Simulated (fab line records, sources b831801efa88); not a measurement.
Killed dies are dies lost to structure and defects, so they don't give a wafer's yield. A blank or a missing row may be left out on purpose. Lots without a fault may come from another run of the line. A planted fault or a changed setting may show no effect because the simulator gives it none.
fab line records | flow sky130 | part 2 of 2: steps 37 to 50 of 50
record lots=5 wafers=15 last_day=49
route steps=708 shown SONOS_TUNNEL@162 SONOS_ONO@168 GATE_OXIDE@187 POLY_GATE@204 RES_PROTECT@206
lots that met no fault: from a run of the same line without faults
start_h: hours from the record's first day to the start of the lot's first wafer shown | wait_h: hours since the lot's step before | " the same as in the row above | L1.1+2: a row that stands for several wafers | - no value, or no start given | * or withheld: withheld | < > ~ a bound
route shown NAME@n: a module of which the file shows steps, and the number in the route of the first | usual: mean/standard deviation of fault-free wafers | same: alike in all rows | chamber/n: place in a boat | sites: the reading at each site | _std_site: their standard deviation | _edge_site: outer sites' mean less inner sites' | radius_mm: how far each site lies from the wafer's centre | mask NAME#n: copy n | behind: the tool/chamber that last shaped the wafer | hold: why the lot was held/for how many hours/how that ended | device: the transistor (n, p or np) that didn't switch | end of line: the same wafers' tests at the end of the route | a step without rows: its recipe alone | killed: dies lost to structure and defects at the first sort, not the wafer's yield | map: a wafer's dies, x killed, . not, _ none there
set.NAME: the setting as run; set.NAME@STEP: as run at that earlier step | model.NAME: the simulator's own value behind a step, which no gauge read
lots at some steps of the route; a table a step, a row a wafer
services: from which hour (start_h, from the record's first day; less than 0 if before it) a tool's chamber was out of use, for how many hours, and why
## steps
# step SKY_GATE_OXIDE_IMPLANT_11
# recipe species=B energy_kev=10 dose_cm2=2.6e+12 tilt_deg=withheld
# columns lot.wafer tool chamber start_h wait_h
L077.1+2+5 implanter-03 0 317.21 0.0
L078.4+5+6 implanter-02 0 323.84 0.1
L085.1+2+4 implanter-03 0 384.41 0.0
L088.1+4+5 implanter-02 0 425.06 0.0
L093.3+5+6 implanter-03 0 449.21 0.1
# step SKY_GATE_OXIDE_WET_ETCH_12
# recipe chemistry=dHF target_depth_nm=16.8 dry=n2_spin target=SiO2 dilution=100:1 temp_c=25 time_s=336
# columns lot.wafer tool chamber start_h wait_h
L077.1+2+5 wet_bench-01 2 317.36 0.1
L078.4+5+6 wet_bench-01 0 323.91 0.1
L085.1+2+4 wet_bench-02 0 384.56 0.1
L088.1+4+5 wet_bench-02 3 425.21 0.1
L093.3+5+6 wet_bench-03 3 449.31 0.1
# step SKY_GATE_OXIDE_STRIP_13
# recipe chemistry=O2/N2 power_w=1400 pressure_mtorr=1500 platen_temp_c=withheld o2_flow_sccm=3000 n2_flow_sccm=300 overash_fraction=0.5
# usual drypump_motor_current_A=5.9/0.36 oes_product_au=0.715/0.0044 strip_time_to_endpoint_s=14.19/0.045
# columns lot.wafer tool chamber start_h wait_h drypump_motor_current_A oes_product_au rf_hours_counter_h strip_time_to_endpoint_s
L077.1 plasma_asher-04 0 317.47 0.0 5.3 0.714 48 14.27
L077.2 " 1 " " 5.8 0.709 48 14.24
L077.5 " 1 " " 5.8 0.718 - 14.22
L078.4 plasma_asher-04 1 324.15 0.0 5.9 0.718 - 14.14
L078.5 " 0 " " 5.3 0.722 - 14.16
L078.6 " 1 " " 5.8 0.719 - 14.16
L085.1 plasma_asher-02 0 384.66 0.0 5.8 0.717 25 14.15
L085.2 " 1 " " 5.6 0.717 25 14.19
L085.4 " 0 " " 5.8 0.719 - 14.16
L088.1 plasma_asher-01 0 425.32 0.0 6.4 0.715 75 14.17
L088.4 " 1 " " 5.9 0.719 - 14.16
L088.5 " 1 " " 5.9 0.716 - 14.17
L093.3 plasma_asher-01 1 449.45 0.0 5.9 0.718 - 14.16
L093.5 " 1 " " 5.9 0.718 - 14.19
L093.6 " 0 " " 6.4 0.720 - 14.20
# step SKY_GATE_OXIDE_TW_MEAS_14
# usual GATE_OXIDE_TW=225.1/1
# columns lot.wafer tool chamber start_h wait_h GATE_OXIDE_TW
L077.1 film_metro-02 - 317.57 0.1 225.4
L077.2 " - " " 224.8
L077.5 " - " " 225.4
L078.4 film_metro-04 - 324.25 0.1 224.9
L078.5 " - " " 226.3
L078.6 " - " " 225.9
L085.1 film_metro-02 - 384.76 0.1 223.6
L085.2 " - " " 224.3
L085.4 " - " " 224.1
L088.1 film_metro-04 - 425.42 0.1 225.0
L088.4 " - " " 224.7
L088.5 " - " " 224.6
L093.3 film_metro-03 - 449.54 0.1 225.0
L093.5 " - " " 226.5
L093.6 " - " " 224.6
# step SKY_GATE_OXIDE_CLEAN_15
# recipe chemistry=SC1/SC2 mix=1:4:20 temp_c=70 time_s=150 dry=n2_spin
# columns lot.wafer tool chamber start_h wait_h
L077.1+2+5 wet_bench-01 2 317.63 0.1
L078.4+5+6 wet_bench-01 1 324.28 0.0
L085.1+2+4 wet_bench-01 2 384.82 0.1
L088.1+4+5 wet_bench-02 3 425.48 0.1
L093.3+5+6 wet_bench-01 2 449.58 0.0
# step SKY_GATE_OXIDE_OXIDATION_16
# recipe temp_c=800 ambient=O2 idle_temp_c=700 ramp_up_c_per_min=10 ramp_down_c_per_min=3 stabilise_s=600 purge_s=300 target_thk_a=35.7 ox_time_s=1915
# columns lot.wafer tool chamber start_h wait_h
L077.1+2+5 furnace-02 0 320.37 2.7
L078.4+5+6 furnace-01 0 326.07 1.7
L085.1+2+4 furnace-01 0 385.59 0.7
L088.1+4+5 furnace-01 0 427.54 2.0
L093.3+5+6 furnace-02 0 452.86 3.2
# step SKY_POLY_GATE_CVD_00
# recipe material=poly-Si target_thk_nm=180 temp_c=620 time_s=720 pressure_mtorr=200
# columns lot.wafer tool chamber start_h wait_h
L077.1+2+5 lpcvd-01 0 321.90 0.0
L078.4+5+6 lpcvd-01 1 327.60 0.0
L085.1+2+4 lpcvd-01 0 387.12 0.0
L088.1+4+5 lpcvd-01 0 429.07 0.0
L093.3+5+6 lpcvd-01 1 454.39 0.0
# step SKY_POLY_GATE_THK_MEAS_01
# recipe reads=poly-Si_of_POLY_GATE_CVD_00
# usual POLY_GATE_CVD_00_THK=179.8/1.9
# columns lot.wafer tool chamber start_h wait_h POLY_GATE_CVD_00_THK[nm]
L077.1 film_metro-01 - 323.10 0.0 179.6
L077.2 " - " " 178.4
L077.5 " - " " 178.2
L078.4 film_metro-04 - 328.83 0.0 179.3
L078.5 " - " " 179.1
L078.6 " - " " 179.4
L085.1 film_metro-04 - 388.32 0.0 180.9
L085.2 " - " " 182.5
L085.4 " - " " 183.1
L088.1 film_metro-01 - 430.27 0.0 177.6
L088.4 " - " " 177.6
L088.5 " - " " 176.4
L093.3 film_metro-04 - 455.61 0.0 179.1
L093.5 " - " " 180.3
L093.6 " - " " 179.9
# step SKY_RES_PROTECT_DEHYDRATE_00
# recipe temp_c=200 time_s=60
# columns lot.wafer tool chamber start_h wait_h
L077.1+2+5 litho_track-04 0 335.07 12.0
L078.4+5+6 litho_track-03 0 341.25 12.4
L085.1+2+4 litho_track-03 0 401.78 13.4
L088.1+4+5 litho_track-03 0 445.38 15.1
L093.3+5+6 litho_track-03 0 468.43 12.8
# step SKY_RES_PROTECT_HMDS_01
# recipe prime_time_s=60 prime_temp_c=120
# columns lot.wafer tool chamber start_h wait_h
L077.1+2+5 litho_track-04 0 335.22 0.1
L078.4+5+6 litho_track-03 0 341.40 0.1
L085.1+2+4 litho_track-03 0 401.93 0.1
L088.1+4+5 litho_track-03 0 445.53 0.1
L093.3+5+6 litho_track-03 0 468.58 0.1
# step SKY_RES_PROTECT_COAT_02
# recipe resist=NOVOLAK spin_rpm=3000 resist_thk_nm=1140
# columns lot.wafer tool chamber start_h wait_h
L077.1+2+5 litho_track-04 0 335.37 0.1
L078.4+5+6 litho_track-03 0 341.55 0.1
L085.1+2+4 litho_track-03 0 402.08 0.1
L088.1+4+5 litho_track-03 0 445.68 0.1
L093.3+5+6 litho_track-03 0 468.73 0.1
# step SKY_RES_PROTECT_SOFTBAKE_03
# recipe temp_c=90 time_s=60 resist=NOVOLAK
# columns lot.wafer tool chamber start_h wait_h
L077.1+2+5 litho_track-04 0 335.52 0.1
L078.4+5+6 litho_track-03 0 341.70 0.1
L085.1+2+4 litho_track-03 0 402.23 0.1
L088.1+4+5 litho_track-03 0 445.83 0.1
L093.3+5+6 litho_track-03 0 468.88 0.1
# step SKY_RES_PROTECT_EXPOSE_04
# recipe mask_id=RPM na=0.6 source_shape=conventional sigma_outer=0.6 polarization=unpolarized target_cd_nm=1270 dose_mj=131
# same sigma_outer=0.6
# columns lot.wafer tool chamber start_h wait_h mask
L077.1+2+5 iline_stepper-01 0 - - RPM#0
L078.4+5+6 iline_stepper-02 0 - - RPM#0
L085.1+2+4 iline_stepper-01 0 - - RPM#0
L088.1+4+5 iline_stepper-02 0 - - RPM#0
L093.3+5+6 iline_stepper-01 0 - - RPM#0
# step SKY_RES_PROTECT_PEB_05
# recipe temp_c=withheld time_s=* resist=NOVOLAK
# columns lot.wafer tool chamber start_h wait_h
L077.1+2+5 litho_track-04 0 - -
L078.4+5+6 litho_track-04 0 - -
L085.1+2+4 litho_track-03 0 - -
L088.1+4+5 litho_track-03 0 - -
L093.3+5+6 litho_track-04 0 - -
## services
# columns tool chamber start_h hours kind
implanter-03 - 258.56 3.3 repair
furnace-01 - 269.35 3.2 pm
rie_diel-01 0 286.38 7.4 repair
iline_stepper-01 - 304.25 1.7 pm
furnace-02 - 308.29 4.1 pm
rie_diel-01 3 322.78 1.5 repair
rie_diel-02 0 331.67 5.5 repair
plasma_asher-02 - 342.33 14.6 pm
iline_stepper-02 - 363.22 1.7 pm
furnace-01 - 372.98 2.7 pm
iline_stepper-02 - 387.04 4.9 repair
lpcvd-02 - 425.31 5.2 repair
implanter-03 - 430.54 1.2 repair
implanter-03 - 430.81 1.9 repair
furnace-01 - 434.70 19.9 pm
iline_stepper-01 - 438.61 2.1 pm
furnace-01 - 454.62 2.7 pm
wet_bench-03 - 455.06 2.2 repair
implanter-03 - 456.87 3.0 repair
furnace-02 - 464.49 3.0 pm
implanter-03 - 464.69 8.4 repair
lpcvd-03 - 476.64 14.6 pm
iline_stepper-02 - 481.19 4.4 pm
plasma_asher-01 - 481.92 4.3 repair
